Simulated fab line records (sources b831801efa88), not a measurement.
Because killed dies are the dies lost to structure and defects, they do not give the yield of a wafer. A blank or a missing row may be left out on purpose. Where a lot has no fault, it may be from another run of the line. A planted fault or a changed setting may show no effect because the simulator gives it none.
Comparing a struck lot with a sound one | flow sky130 | 43 out of 708 route steps
Sound: wafers L620.3, L620.5, L620.6. Struck: wafers L638.1, L638.2, L638.6. At the end, the cause is stated.
At each step with rows: each side's tool, then ch and its chambers, then its first start. Under that, the readings that differ: sound wafers | struck wafers | difference of the means | sigmas: that difference in standard deviations of wafers without a fault.
alike: same words and numbers on both sides, and readings whose means sit less than 2 such deviations apart. not compared: any withheld reading, any reading some wafer has no value for, any bound like >300 that may hide the same value, and any number with overlapping values for which the record gives no deviation.
The two part at a step that has a row with sigmas, a row that says differs or no value, or rows on one side only. Numbers that don't overlap but have no deviation are shown without sigmas and don't part them. A reading missing from all wafers of one side parts the sides only when that side holds two or more wafers.

first, 2 steps without rows for these wafers: SKY_CONTACT_PEB_12; SKY_CONTACT_DEVELOP_13 (develop time 60 s).
SKY_CONTACT_CD_MEAS_14: the cd target is 170 nm.
  sound on cdSem-01, day 32 17:11; struck on cdSem-01, day 39 01:50
reading   | sound             | struck            | difference | sigmas
cdNm (nm) | 167.8 166.7 167.1 | 171.0 171.5 171.5 | +4.1       | +3
SKY_CONTACT_OVL_MEAS_15:
  sound on overlay-02, day 32 17:16; struck on overlay-02, day 39 01:58
  alike: CONTACT_OVL
SKY_CONTACT_ETCH_16: etches BARC in N2/H2, stops on SiO2, time 45.9 s, target depth 60 nm.
  sound on rieDiel-03 ch 2,3, day 32 17:18; struck on rieDiel-01 ch 0,1, day 39 02:00
  alike: drypumpMotorCurrentA, oesProductAu, throttleValvePct
  not compared: rfHoursCounterH
then, 6 steps without rows for these wafers: SKY_CONTACT_ETCH_17 (etches SiO2 in C4F8/O2/Ar, stops on Si3N4, target depth 340 nm); SKY_CONTACT_ETCH_18 (etches Si3N4 in CHF3/O2, stops on TiN, time 39 s, target depth 75 nm); SKY_CONTACT_STRIP_19 (strips in O2/N2); SKY_CONTACT_STRIP_20 (strips in post etch residue remover, time 1200 s); SKY_CONTACT_CLEAN_21 (cleans in IPA, time 180 s); SKY_CONTACT_CLEAN_22 (cleans in O3/DIW).
SKY_CONTACT_SPUTTER_23: material TiN, target thk 20 nm, time 80 s.
  sound on pvdSputter-04, day 32 18:01; struck on pvdSputter-03, day 39 02:43
  alike: throttleValvePct
SKY_CONTACT_CVD_24: deposits W, target thk 340 nm, time 102.12 s.
  sound on cvdW-02 ch 0,1, day 32 18:07; struck on cvdW-01 ch 0,1, day 39 02:47
  alike: chamberPressureTorr, heaterPowerW
SKY_CONTACT_RS_MEAS_25: the measuring method here is four-point-probe.
  sound on filmMetro-01, day 32 18:14; struck on filmMetro-04, day 39 02:53
reading               | sound             | struck            | difference | sigmas
CONTACT_W_RS (ohm/sq) | 0.345 0.347 0.344 | 0.337 0.330 0.340 | -0.010     | -2
SKY_CONTACT_THK_MEAS_26: measures by xrf.
  sound on filmMetro-01, day 32 18:20; struck on filmMetro-04, day 39 03:01
reading            | sound       | struck      | difference | sigmas
CONTACT_W_THK (nm) | 321 321 326 | 337 344 335 | +16        | +3
then, 1 step without rows for these wafers: SKY_CONTACT_CMP_27 (polishes, stops on SiO2, t overpolish 15 s, target thk 0 nm).
SKY_METAL1_SPUTTER_00: material Ti, target thk 15 nm, time 10 s.
  sound on pvdSputter-03, day 32 18:40; struck on pvdSputter-02, day 39 03:22
  alike: throttleValvePct
then, 4 steps without rows for these wafers: SKY_METAL1_SPUTTER_01 (material TiN, target thk 20 nm, time 16.7 s); SKY_METAL1_SPUTTER_02 (material AlCu, target thk 250 nm, time 13.3 s); SKY_METAL1_SPUTTER_03 (material Ti, target thk 5 nm, time 3.3 s); SKY_METAL1_SPUTTER_04 (material TiN, target thk 70 nm, time 58.3 s).
SKY_METAL1_RS_MEAS_05: the measuring method here is four-point-probe.
  sound on filmMetro-01, day 32 18:51; struck on filmMetro-01, day 39 03:31
reading                 | sound                | struck               | difference | sigmas
METAL1_ALCU_RS (ohm/sq) | 0.1252 0.1251 0.1259 | 0.1290 0.1302 0.1297 | +0.0042    | +2
SKY_METAL1_THK_MEAS_06: measures by xrf.
  sound on filmMetro-01, day 32 18:57; struck on filmMetro-01, day 39 03:38
reading              | sound       | struck      | difference | sigmas
METAL1_ALCU_THK (nm) | 255 256 252 | 247 246 247 | -8         | -2
then, 8 steps without rows for these wafers: SKY_METAL1_DEHYDRATE_07 (time 60 s); SKY_METAL1_HMDS_08 (prime time 60 s); SKY_METAL1_COAT_09 (resist thk 60 nm); SKY_METAL1_COAT_10 (resist thk 450 nm); SKY_METAL1_SOFTBAKE_11 (time 90 s); SKY_METAL1_EXPOSE_12 (exposes mask MM1, target cd 140 nm); SKY_METAL1_PEB_13; SKY_METAL1_DEVELOP_14 (develop time 60 s).
SKY_METAL1_CD_MEAS_15: the cd target is 140 nm.
  sound on cdSem-01, day 33 21:52; struck on cdSem-02, day 40 05:07
  alike: cdNm
SKY_METAL1_OVL_MEAS_16:
  sound on overlay-01, day 33 21:57; struck on overlay-01, day 40 05:14
  alike: METAL1_OVL
then, 1 step without rows for these wafers: SKY_METAL1_DESCUM_17 (chemistry O2, time 8 s).
SKY_METAL1_ETCH_18: etches BARC in N2/H2, stops on SiO2, time 45.9 s, target depth 60 nm.
  sound on rieMetal-04 ch 0,1, day 33 22:02; struck on rieMetal-02 ch 0,1, day 40 05:19
  alike: drypumpMotorCurrentA, oesProductAu, throttleValvePct
  not compared: rfHoursCounterH
SKY_METAL1_METAL_ETCH_19: etches the open film in Cl2/BCl3, stops on SiO2, target depth 360 nm, time 78 s.
  sound on rieMetal-04 ch 0,1, day 33 22:06; struck on rieMetal-02 ch 0,1, day 40 05:22
  alike: drypumpMotorCurrentA, oesProductAu, throttleValvePct
  not compared: rfHoursCounterH
then, 5 steps without rows for these wafers: SKY_METAL1_STRIP_20 (strips in O2/N2); SKY_METAL1_STRIP_21 (strips in post etch residue remover, time 1200 s); SKY_METAL1_CLEAN_22 (cleans in IPA, time 180 s); SKY_METAL1_CLEAN_23 (cleans in O3/DIW); SKY_VIA1_HDPCVD_00 (deposits SiO2, target thk 1030 nm, time 171.7 s).
SKY_VIA1_THK_MEAS_01:
  sound on filmMetro-02, day 33 22:53; struck on filmMetro-02, day 40 06:12
  alike: VIA1_HDPCVD_THK
-- the record jumps here: 11 days lie between the struck wafers' starts before and after (it left off in module VIA1 and takes up again in module PAD_OPEN, whose first step shown is number 708 of the route) --
SKY_PAD_OPEN_PROBE_99:
  sound on prober-01, day 46 20:08; struck on prober-02, day 51 07:19
reading          | sound    | struck                                                                  | difference                   | sigmas
hold             | - - -    | awaitDispo/2.0h/release awaitDispo/2.0h/release awaitDispo/2.0h/release | no value on the sound wafers | 
killedAtContacts | 21 29 18 | 77 77 82                                                                | +56                          | +10
killedAtFrontEnd | 13 19 21 | 8 9 9                                                                   | -9                           | -2
killedDies       | 79 91 78 | 128 129 130                                                             | +46                          | +5
  alike: killed_at_M0_to_M3, killed_at_M4_up, killedAtOther, killedOpen, killedShort

## WHERE THEY PART
First at SKY_CONTACT_CD_MEAS_14; last, within this record, at SKY_PAD_OPEN_PROBE_99.

WHY: what had been put in by the simulator
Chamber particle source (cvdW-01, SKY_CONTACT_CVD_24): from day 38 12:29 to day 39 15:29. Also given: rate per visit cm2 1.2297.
